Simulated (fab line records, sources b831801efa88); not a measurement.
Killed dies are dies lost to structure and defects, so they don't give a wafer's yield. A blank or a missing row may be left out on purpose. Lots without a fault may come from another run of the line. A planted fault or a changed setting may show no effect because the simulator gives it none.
Split-lot experiment | flow sky130 | 5 lots, 23 wafers read, on a route of 708 steps

THE SPLIT
At SKY_CAPM_EXPOSE_09 (exposes mask CAPM, target cd 1000 nm), the setting dose_mj was moved away from the recipe's 159 on 4 of the 23 wafers read, by -6.5% to -4.2%. The other wafers ran this setting at the recipe's value.

FROM THE SPLIT TO THE READING: what the file shows between them, 2 steps
- SKY_CAPM_PEB_10
- SKY_CAPM_DEVELOP_11: develop time 60 s

THE READING
CAPM.cd_nm (the simulator's own value, which no gauge read), in nm, at SKY_CAPM_METAL_ETCH_13 (etches TiN in Cl2/BCl3, stops on SiO2, target depth 220 nm, time 62.9 s). The file gives no usual value for it. The 19 wafers here that ran the recipe average 998.7 nm, standard deviation 1.8 nm.

wafer  | tool, chamber at the split | dose_mj as run | against the recipe | CAPM.cd_nm, nm | against lot-mates on the recipe
L074.1 | iline_stepper-02, 0        | 159            | recipe             | 1000           | -
L074.3 | iline_stepper-02, 0        | 159            | recipe             | 1000           | -
L074.2 | iline_stepper-02, 0        | 159            | recipe             | 999.4          | -
L074.5 | iline_stepper-02, 0        | 159            | recipe             | 997.3          | -
L074.6 | iline_stepper-02, 0        | 159            | recipe             | 999.6          | -
L075.1 | iline_stepper-01, 0        | 148.6          | -6.5%              | 1016           | +19.5
L075.3 | iline_stepper-01, 0        | 148.6          | -6.5%              | 1015           | +18.5
L075.4 | iline_stepper-01, 0        | 159            | recipe             | 995.1          | -
L075.5 | iline_stepper-01, 0        | 159            | recipe             | 997            | -
L075.6 | iline_stepper-01, 0        | 159            | recipe             | 997.4          | -
L076.1 | iline_stepper-02, 0        | 159            | recipe             | 1002           | -
L076.5 | iline_stepper-02, 0        | 159            | recipe             | 1002           | -
L076.2 | iline_stepper-02, 0        | 159            | recipe             | 998.4          | -
L083.1 | iline_stepper-02, 0        | 159            | recipe             | 1000           | -
L083.2 | iline_stepper-02, 0        | 159            | recipe             | 998.7          | -
L083.3 | iline_stepper-02, 0        | 159            | recipe             | 996.1          | -
L083.4 | iline_stepper-02, 0        | 159            | recipe             | 998            | -
L083.5 | iline_stepper-02, 0        | 159            | recipe             | 999.2          | -
L085.1 | iline_stepper-01, 0        | 152.3          | -4.2%              | 1011           | +12.6
L085.2 | iline_stepper-01, 0        | 152.3          | -4.2%              | 1010           | +11.6
L085.3 | iline_stepper-01, 0        | 159            | recipe             | 1000           | -
L085.4 | iline_stepper-01, 0        | 159            | recipe             | 998.6          | -
L085.6 | iline_stepper-01, 0        | 159            | recipe             | 996.5          | -

THE FIT
A straight line over all 23 wafers: CAPM.cd_nm changes by -2.63 nm for each +1% of dose_mj; r = -0.96; the points scatter about the line by 1.7 nm.
The same after taking each lot's own level away (the mean of its wafers on the recipe; 23 wafers): -2.9 nm for each +1%; r = -0.98; scatter 1.2 nm.
On that fit, the largest move of dose_mj shifts the reading by 19 nm.
The lots' own levels span 996.50 to 1000.80 nm, that is 2.4 times the standard deviation above.
So the lot-to-lot level changes the slope little: the two slopes agree.
Check: with one of the wafers moved furthest among these (-6.5%) left out of the fit, the line predicts +18.7 nm for it against its lot-mates. It came out at +19.5 nm against them.

THE FILE'S OWN FIT
CAPM.cd_nm changes by -2.91 nm for each +1% of dose_mj, r = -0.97.
